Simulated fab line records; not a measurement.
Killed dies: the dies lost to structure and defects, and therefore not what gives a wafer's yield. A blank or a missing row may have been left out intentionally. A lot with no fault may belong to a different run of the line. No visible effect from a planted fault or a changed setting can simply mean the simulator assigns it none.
Matching of chambers | flow gf180mcu | GF_V2_CMP_26 on cmp-02: 4 sister chambers
The step polishes, stops on SiO2, t overpolish 15 s, target thk 0 nm. 27 wafers are shown with their chamber, then 12 later ones without.

== EACH WAFER AND ITS CHAMBER ==
wafer  | chamber | motor-current-A (A) | time-to-endpoint-s (s) | overpolish-run-s (s)
L074.2 | 0       | 11.1                | 86                     | 15.004
L074.4 | 3       | 13.6                | 94                     | 14.999
L074.6 | 3       | 13.2                | 94                     | 14.990
L076.2 | 1       | 11.8                | 87                     | 15.000
L076.5 | 0       | 11.0                | 84                     | 15.015
L076.6 | 3       | 13.8                | 90                     | 15.003
L079.2 | 0       | 11.1                | 84                     | 14.994
L079.5 | 3       | 14.0                | 92                     | 15.011
L079.6 | 0       | 11.7                | 85                     | 15.000
L080.1 | 1       | 12.2                | 82                     | 14.994
L080.2 | 3       | 14.5                | 91                     | 15.005
L080.6 | 2       | 10.9                | 89                     | 14.997
L082.3 | 2       | 11.0                | 85                     | 15.018
L082.4 | 0       | 11.3                | 83                     | 14.994
L082.5 | 2       | 10.8                | 83                     | 15.008
L083.1 | 2       | 10.7                | 82                     | 15.019
L083.2 | 1       | 11.3                | 80                     | 14.995
L083.5 | 1       | 11.5                | 78                     | 15.004
L084.1 | 3       | 14.1                | 89                     | 14.995
L084.3 | 2       | 11.1                | 83                     | 14.985
L084.4 | 1       | 11.4                | 84                     | 14.997
L085.3 | 2       | 10.3                | 79                     | 14.991
L085.5 | 2       | 11.4                | 83                     | 14.984
L085.6 | 1       | 12.2                | 82                     | 15.011
L089.1 | 2       | 11.6                | 84                     | 14.997
L089.2 | 0       | 10.8                | 83                     | 15.008
L089.3 | 1       | 12.0                | 88                     | 14.997

SIGNATURES (averages over the wafers above)
reading            | chamber 0 | chamber 1 | chamber 2 | chamber 3 | scatter within a chamber
motor-current-A    | 11.167    | 11.771    | 10.975    | 13.867    | 0.389
time-to-endpoint-s | 84.17     | 83.00     | 83.50     | 91.67     | 2.66
overpolish-run-s   | 15.00250  | 14.99971  | 14.99987  | 15.00050  | 0.0097
Rule: a wafer lies at a distance from a chamber equal to the root of the sum of squares, over the readings, of (its reading less the chamber's mean, divided by the reading's scatter). The wafer belongs to the nearest chamber; if the next one is less than 2 further off, it can't be placed. The scatter is the square root of a quotient: the sum, over the shown wafers, of each reading's squared deviation from its chamber's mean, divided by wafers minus chambers.

== WAFERS MISSING THEIR CHAMBER ==
wafer  | motor-current-A (A) | time-to-endpoint-s (s) | overpolish-run-s (s)
L091.1 | 12.0                | 80                     | 15.008
L091.3 | 11.4                | 80                     | 15.000
L091.5 | 11.6                | 84                     | 14.994
L093.1 | 11.1                | 82                     | 15.008
L093.4 | 14.4                | 90                     | 14.992
L093.5 | 11.4                | 87                     | 15.004
L095.1 | 14.7                | 90                     | 15.014
L095.3 | 10.9                | 82                     | 15.013
L095.6 | 11.1                | 85                     | 14.996
L096.3 | 14.2                | 91                     | 15.008
L096.4 | 11.2                | 84                     | 15.003
L096.5 | 11.2                | 85                     | 15.003

== WHICH CHAMBER EACH ONE RAN IN ==
wafer  | from the rows above          | in truth
L091.1 | can't be placed: 1 or 0 or 2 | 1
L091.3 | can't be placed: 1 or 0 or 2 | 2
L091.5 | can't be placed: 1 or 0 or 2 | 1
L093.1 | can't be placed: 0 or 2 or 1 | 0
L093.4 | 3                            | 3
L093.5 | can't be placed: 0 or 2 or 1 | 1
L095.1 | 3                            | 3
L095.3 | can't be placed: 2 or 0 or 1 | 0
L095.6 | can't be placed: 0 or 2 or 1 | 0
L096.3 | 3                            | 3
L096.4 | can't be placed: 0 or 2 or 1 | 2
L096.5 | can't be placed: 0 or 2 or 1 | 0
Correctly placed: 3 of 12. From these rows, 9 cannot be placed; in 9 the true chamber is one of the candidates. Number placed wrongly: 0.
